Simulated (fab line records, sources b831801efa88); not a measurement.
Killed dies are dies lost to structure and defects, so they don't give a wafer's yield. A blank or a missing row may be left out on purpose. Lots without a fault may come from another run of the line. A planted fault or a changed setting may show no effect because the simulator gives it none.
One fault seen from 2 desks | flow gf180mcu | each desk has only its own numbers; what lay behind them comes last

THE TOOL OWNER'S DESK: pvd_sputter-04
The tool's own readings at GF_V3_SPUTTER_21 (material Ti, target thk 15 nm, time 80.02 s): means of the sampled wafers that have a number, for each lot that ran on this tool. A lot is out of limits, marked OUT, if its mean lies more than 4 standard deviations from the usual mean; the brackets give that distance.
Columns: A = cathode_dc_power_W at GF_V3_SPUTTER_21, usual 2500.0 W; B = throttle_valve_pct at GF_V3_SPUTTER_21, usual 30.0 %
lot  | first seen here | A                        | B
L476 | day 24 06:05    | 2500.0                   | 30.2
L486 | day 27 11:00    | 2358.6 (-99 or more) OUT | 29.5
L487 | day 27 16:17    | 2358.7 (-99 or more) OUT | 30.9
L488 | day 27 22:47    | 2358.6 (-99 or more) OUT | 29.4
This desk's finding: out of limits on L486, L487, L488; first on L486, day 27 11:00 (cathode_dc_power_W at GF_V3_SPUTTER_21). In limits: L476.

THE METROLOGY DESK
What the gauges read, lot by lot, whatever tool the lot ran on: means of the sampled wafers that have a number. A lot is out of limits, marked OUT, if its mean lies more than 4 standard deviations from the usual mean; the brackets give that distance.
Columns: A = cd_nm at GF_V3_CD_MEAS_14, usual 259.7 nm; B = V3_OVL at GF_V3_OVL_MEAS_15, usual 2 nm
lot  | first seen here | A     | B
L476 | day 24 05:14    | 258.2 | 0
L479 | day 25 06:02    | 259.6 | 7
L486 | day 27 10:12    | 260.4 | 5
L487 | day 27 15:30    | 259.7 | -3
L488 | day 27 21:58    | 260.5 | -1
L490 | day 28 10:37    | 259.4 | 7
L491 | day 28 14:35    | 259.0 | 1
This desk's finding: nothing out of limits on any of the 7 lots.

PUT TOGETHER
The tool owner's desk could have raised an alarm at day 27 11:00, on L486, L487, L488.
The metrology desk saw nothing out of limits.
The metrology desk has L486, L487, L488 on record, within its limits.
Of the lots named, all ran GF_V3_SPUTTER_21 on pvd_sputter-04.

WHAT THE SIMULATOR HAD PUT IN
Process parameter drift: pvd_sputter-04, from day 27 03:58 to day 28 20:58, at GF_V3_SPUTTER_21. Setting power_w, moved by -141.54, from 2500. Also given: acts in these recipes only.
Lots struck among those shown: L486, L487, L488.
Hours from the fault's start to each desk's first reading out of limits: the tool owner's desk, 7.
